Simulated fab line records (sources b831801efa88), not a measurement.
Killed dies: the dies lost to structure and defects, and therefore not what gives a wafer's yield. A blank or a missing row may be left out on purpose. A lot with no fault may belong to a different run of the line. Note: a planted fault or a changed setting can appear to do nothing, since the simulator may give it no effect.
Matching of chambers / flow gf180mcu / rie_diel-04 running GF_CONTACT_ETCH_16: 4 sister chambers
The step etches BARC in N2/H2. 4 wafers are shown with their chamber, then 9 later ones without.

## WAFERS PAIRED WITH THEIR CHAMBERS
wafer=L511.5; chamber=3; oes_product_au (a.u.)=0.851
wafer=L521.2; chamber=2; oes_product_au (a.u.)=0.858
wafer=L521.5; chamber=0; oes_product_au (a.u.)=0.853
wafer=L521.6; chamber=1; oes_product_au (a.u.)=0.857

## WAFERS WITHOUT THEIR CHAMBER
wafer=L524.1; oes_product_au (a.u.)=0.856
wafer=L524.2; oes_product_au (a.u.)=0.861
wafer=L524.6; oes_product_au (a.u.)=0.869
wafer=L525.3; oes_product_au (a.u.)=0.850
wafer=L525.4; oes_product_au (a.u.)=0.851
wafer=L525.5; oes_product_au (a.u.)=0.856
wafer=L526.2; oes_product_au (a.u.)=0.855
wafer=L526.4; oes_product_au (a.u.)=0.872
wafer=L526.6; oes_product_au (a.u.)=0.857

## CHAMBER TAKEN BY EACH
wafer=L524.1; from the rows above=can't be placed: 1 or 2 or 0 or 3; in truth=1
wafer=L524.2; from the rows above=can't be placed: 2 or 1 or 0 or 3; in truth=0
wafer=L524.6; from the rows above=can't be placed: 2 or 1 or 0 or 3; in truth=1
wafer=L525.3; from the rows above=can't be placed: 3 or 0 or 1 or 2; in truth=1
wafer=L525.4; from the rows above=can't be placed: 3 or 0 or 1 or 2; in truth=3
wafer=L525.5; from the rows above=can't be placed: 1 or 2 or 0 or 3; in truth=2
wafer=L526.2; from the rows above=can't be placed: 0 or 1 or 2 or 3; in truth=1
wafer=L526.4; from the rows above=can't be placed: 2 or 1 or 0 or 3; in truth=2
wafer=L526.6; from the rows above=can't be placed: 1 or 2 or 0 or 3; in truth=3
Correct placement for 0 of the 9. Can't be placed from these rows: 9 (the true chamber is among the candidates in 9). Placed wrongly: 0.
How it was worked out, from the rows above alone: a wafer's distance from a chamber is the root of the sum, over the readings, of the square of ((its reading less the chamber's mean) divided by the reading's scatter). The wafer belongs to the nearest chamber; if the next one is less than 2 further off, it can't be placed. The mean given for a chamber averages the wafers shown for that chamber. The scatter: root of mean squared gap, hidden wafer to nearest shown wafer, with one shown wafer a chamber.
